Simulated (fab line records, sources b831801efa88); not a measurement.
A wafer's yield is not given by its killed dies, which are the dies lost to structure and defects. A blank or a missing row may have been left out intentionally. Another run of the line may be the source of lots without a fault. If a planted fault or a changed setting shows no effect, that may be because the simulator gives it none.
Struck lot and sound lot, side by side | flow gf180mcu | 19 out of 602 route steps
Sound: the wafers L427.2, L427.5, L427.6. Struck: wafer L435.6 (L435.2, L435.4, from the same lot, were not struck and are left out); the cause is given at the end.
Order at every step that has rows: each side's tool, ch and its chambers, its first start. Under that, the readings that differ: sound wafers | struck wafers | difference of the means | sigmas: that difference in standard deviations of wafers without a fault.
alike: words and numbers the same on both sides, and readings whose means are apart by under 2 such deviations; not compared: readings that were withheld, readings missing a value for some wafer, numbers with overlapping values and no deviation given by the record, and bounds like >300 which may hide the same value.
Wherever a step has rows on one side only, a row that says differs or no value, or a row with sigmas, the two part there. Numbers that don't overlap but have no deviation are shown without sigmas and don't part them. A reading that every wafer of one side lacks parts them only if that side has two wafers or more.

first, 1 step without rows for these wafers: GF_V1_CVD_00 (deposits SiO2, target thk 600 nm, time 100 s).
GF_V1_THK_MEAS_01:
  struck on filmMetro-03, day 23 09:46; sound on filmMetro-03, day 20 16:26
  alike: V1_CVD_00_THK
GF_V1_CVD_02: deposits SiO2 from TEOS, target thk 850 nm, time 94.851 s.
  sound on pecvd-03 ch 0,2, day 20 16:29; struck on pecvd-04 ch 2, day 23 09:49
  alike: heaterPowerOuterW, heaterPowerW
GF_V1_THK_MEAS_03:
  struck on filmMetro-02, day 23 09:54; sound on filmMetro-04, day 20 16:34
  alike: V1_CVD_02_THK
GF_V1_CMP_04: polishes SiO2.
  sound on cmp-02 ch 0,3, day 20 17:04; struck on cmp-02 ch 3, day 23 09:57
  alike: motorCurrentA, platenRpm, timeToEndpointS
GF_V1_BOW_MEAS_05:
  struck on filmMetro-02, day 23 10:16; sound on filmMetro-03, day 20 17:20
  alike: V1_BOW
then, 6 steps without rows for these wafers: GF_V1_DEHYDRATE_06 (time 60 s); GF_V1_HMDS_07 (prime time 60 s); GF_V1_COAT_08; GF_V1_COAT_09 (resist thk 1000 nm); GF_V1_SOFTBAKE_10 (time 60 s); GF_V1_EXPOSE_11 (exposes mask Via1, target cd 260 nm).
GF_V1_PEB_12: peb time 90 s.
  sound on lithoTrack-03 ch 0, day 21 16:52; struck on lithoTrack-03 ch 0, day 24 08:10
reading             | sound             | struck | difference | sigmas
chillPlateTempC (C) | 22.92 22.99 23.15 | 22.79  | -0.23      | -2
  alike: plateTempC
then, 1 step without rows for these wafers: GF_V1_DEVELOP_13 (develop time 60 s).
GF_V1_CD_MEAS_14: target cd 260 nm.
  struck on cdSem-01, day 24 08:30; sound on cdSem-01, day 21 17:12
reading   | sound             | struck | difference | sigmas
cdNm (nm) | 261.7 261.7 261.1 | 264.3  | +2.8       | +3
GF_V1_OVL_MEAS_15:
  struck on overlay-02, day 24 08:37; sound on overlay-02, day 21 17:19
  alike: V1_OVL
GF_V1_ETCH_16: etches BARC in N2/H2.
  sound on rieDiel-03 ch 0,1, day 21 17:20; struck on rieDiel-04 ch 1, day 24 08:38
reading                  | sound             | struck | difference | sigmas
drypumpMotorCurrentA (A) | 4.71 4.71 5.66    | 5.79   | +0.76      | +3
model.V1.cdNm (nm)       | 262.1 261.8 261.9 | 263.7  | +1.8       | 
  alike: oesProductAu, throttleValvePct
GF_V1_ETCH_17: etches SiO2 in C4F8/O2/Ar, stops on TiN, target depth 630 nm.
  sound on rieDiel-03 ch 0,1; struck on rieDiel-04 ch 1
reading             | sound             | struck | difference | sigmas
oesProductAu (a.u.) | 0.849 0.857 0.851 | 0.866  | +0.014     | +3
model.V1.cdNm (nm)  | 262.6 262.4 262.4 | 262.8  | +0.3       | 
GF_V1_STRIP_18: strips in O2/N2.
  sound on plasmaAsher-02 ch 0,1, day 21 17:28; struck on plasmaAsher-02 ch 0, day 24 08:46
  alike: drypumpMotorCurrentA, heaterPowerW, oesProductAu
  not compared: rfHoursCounterH

WHERE THEY PART
Earliest at GF_V1_PEB_12; latest, in this record, at GF_V1_ETCH_17. Later steps at which nothing parts them and some readings are alike: GF_V1_STRIP_18.

WHY: the cause the simulator had injected
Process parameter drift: lithoTrack-03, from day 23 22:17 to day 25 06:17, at GF_V1_PEB_12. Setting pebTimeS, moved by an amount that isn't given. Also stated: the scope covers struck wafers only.
